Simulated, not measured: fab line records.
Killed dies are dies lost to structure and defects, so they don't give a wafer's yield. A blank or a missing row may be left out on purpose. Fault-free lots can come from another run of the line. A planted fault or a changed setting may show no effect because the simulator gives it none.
Struck lot and sound lot, side by side || flow sky130 || 32 out of 708 route steps
Sound: wafers L475.1, L475.2, L475.3. Struck: wafer L478.2 (left out: L478.1, L478.3 of the same lot, which were not struck); the cause appears at the end.
Per side, at each step with rows, come the tool, then ch with its chambers, and then its first start. Under that, the readings that differ: sound wafers || struck wafers || difference of the means || sigmas: that difference in standard deviations of wafers without a fault.
alike: words and numbers the same on both sides, and readings whose means are apart by under 2 such deviations; not compared: readings that were withheld, readings missing a value for some wafer, numbers with overlapping values and no deviation given by the record, and bounds like >300 which may hide the same value.
Wherever a step has rows on one side only, a row that says differs or no value, or a row with sigmas, the two part there. Numbers that have no deviation but don't overlap get no sigmas and don't part them. A reading missing from all wafers of one side parts the sides only when that side holds two or more wafers.

first, 3 steps without rows for these wafers: SKY_VIA1_STRIP_17 (strips in post etch residue remover, time 1200 s); SKY_VIA1_CLEAN_18 (cleans in IPA, time 180 s); SKY_VIA1_CLEAN_19 (cleans in O3/DIW).
SKY_VIA1_SPUTTER_20: material TiN, target thk 20 nm, time 80 s.
  sound on pvdSputter-01, day 37 00:25; struck on pvdSputter-03, day 37 21:22
  alike: throttleValvePct
then, 1 step without rows for these wafers: SKY_VIA1_CVD_21 (deposits W, target thk 270 nm, time 80.902 s).
SKY_VIA1_RS_MEAS_22: measurement is done with a four-point probe.
  sound on filmMetro-02, day 37 00:34; struck on filmMetro-03, day 37 21:31
  alike: VIA1_W_RS
SKY_VIA1_THK_MEAS_23: measures by xrf.
  sound on filmMetro-02, day 37 00:41; struck on filmMetro-03, day 37 21:38
  alike: VIA1_W_THK
then, 1 step without rows for these wafers: SKY_VIA1_CMP_24 (polishes, stops on SiO2, t overpolish 15 s, target thk 0 nm).
SKY_METAL2_SPUTTER_00: material Ti, target thk 15 nm, time 10 s.
  sound on pvdSputter-02, day 37 01:03; struck on pvdSputter-04, day 37 22:00
  alike: throttleValvePct
then, 2 steps without rows for these wafers: SKY_METAL2_SPUTTER_01 (material TiN, target thk 20 nm, time 16.7 s); SKY_METAL2_SPUTTER_02 (material AlCu, target thk 250 nm, time 13.3 s).
SKY_METAL2_SPUTTER_03: material Ti, target thk 5 nm, time 3.3 s.
  sound on pvdSputter-02, day 37 01:07; struck on pvdSputter-04, day 37 22:04
  alike: throttleValvePct
SKY_METAL2_SPUTTER_04: material TiN, target thk 70 nm, time 58.3 s.
  sound on pvdSputter-02, day 37 01:08; struck on pvdSputter-04, day 37 22:05
{"reading": "model.TiN_of_METAL2_SPUTTER_04.thkNm (nm)", "sound": "70.83 70.3 71.34", "struck": 76.35, "difference": "+5.53", "sigmas": ""}
  alike: throttleValvePct
SKY_METAL2_RS_MEAS_05: measurement is done with a four-point probe.
  sound on filmMetro-04, day 37 01:11; struck on filmMetro-04, day 37 22:08
  alike: METAL2_ALCU_RS
SKY_METAL2_THK_MEAS_06: measures by xrf.
  sound on filmMetro-04, day 37 01:19; struck on filmMetro-04, day 37 22:16
  alike: METAL2_ALCU_THK
then, 8 steps without rows for these wafers: SKY_METAL2_DEHYDRATE_07 (time 60 s); SKY_METAL2_HMDS_08 (prime time 60 s); SKY_METAL2_COAT_09 (resist thk 60 nm); SKY_METAL2_COAT_10 (resist thk 450 nm); SKY_METAL2_SOFTBAKE_11 (time 90 s); SKY_METAL2_EXPOSE_12 (exposes mask MM2, target cd 140 nm); SKY_METAL2_PEB_13; SKY_METAL2_DEVELOP_14 (develop time 60 s).
SKY_METAL2_CD_MEAS_15 targets a cd of 140 nm.
  sound on cdSem-01, day 38 02:21; struck on cdSem-02, day 38 23:24
  alike: cdNm
SKY_METAL2_OVL_MEAS_16:
  sound on overlay-02, day 38 02:28; struck on overlay-01, day 38 23:31
  alike: METAL2_OVL
SKY_METAL2_DESCUM_17: chemistry O2, time 8 s.
  sound on rieMetal-03 ch 0,1, day 38 02:31; struck on rieMetal-04 ch 0, day 38 23:34
  alike: drypumpMotorCurrentA, oesProductAu, tempC
  not compared: rfHoursCounterH
then, 1 step without rows for these wafers: SKY_METAL2_ETCH_18 (etches BARC in N2/H2, stops on SiO2, time 45.9 s, target depth 60 nm).
SKY_METAL2_METAL_ETCH_19: etches the open film in Cl2/BCl3, stops on SiO2, target depth 360 nm, time 78 s.
  sound on rieMetal-03 ch 0,1, day 38 02:36; struck on rieMetal-04 ch 0, day 38 23:39
  alike: drypumpMotorCurrentA, oesProductAu, throttleValvePct
  not compared: rfHoursCounterH
then, 1 step without rows for these wafers: SKY_METAL2_STRIP_20 (strips in O2/N2).
SKY_METAL2_STRIP_21: strips in post etch residue remover, time 1200 s.
  sound on wetBench-04 ch 1, day 38 02:47; struck on wetBench-02 ch 3, day 38 23:50
{"reading": "model.TiN_of_METAL2_SPUTTER_04.thkNm (nm)", "sound": "70.41 69.88 70.92", "struck": 75.92, "difference": "+5.52", "sigmas": ""}
  alike: tempC
then, 2 steps without rows for these wafers: SKY_METAL2_CLEAN_22 (cleans in IPA, time 180 s); SKY_PAD_OPEN_PROBE_99.

WHERE THEY PART
Nowhere in this record.

WHY: what had been put in by the simulator
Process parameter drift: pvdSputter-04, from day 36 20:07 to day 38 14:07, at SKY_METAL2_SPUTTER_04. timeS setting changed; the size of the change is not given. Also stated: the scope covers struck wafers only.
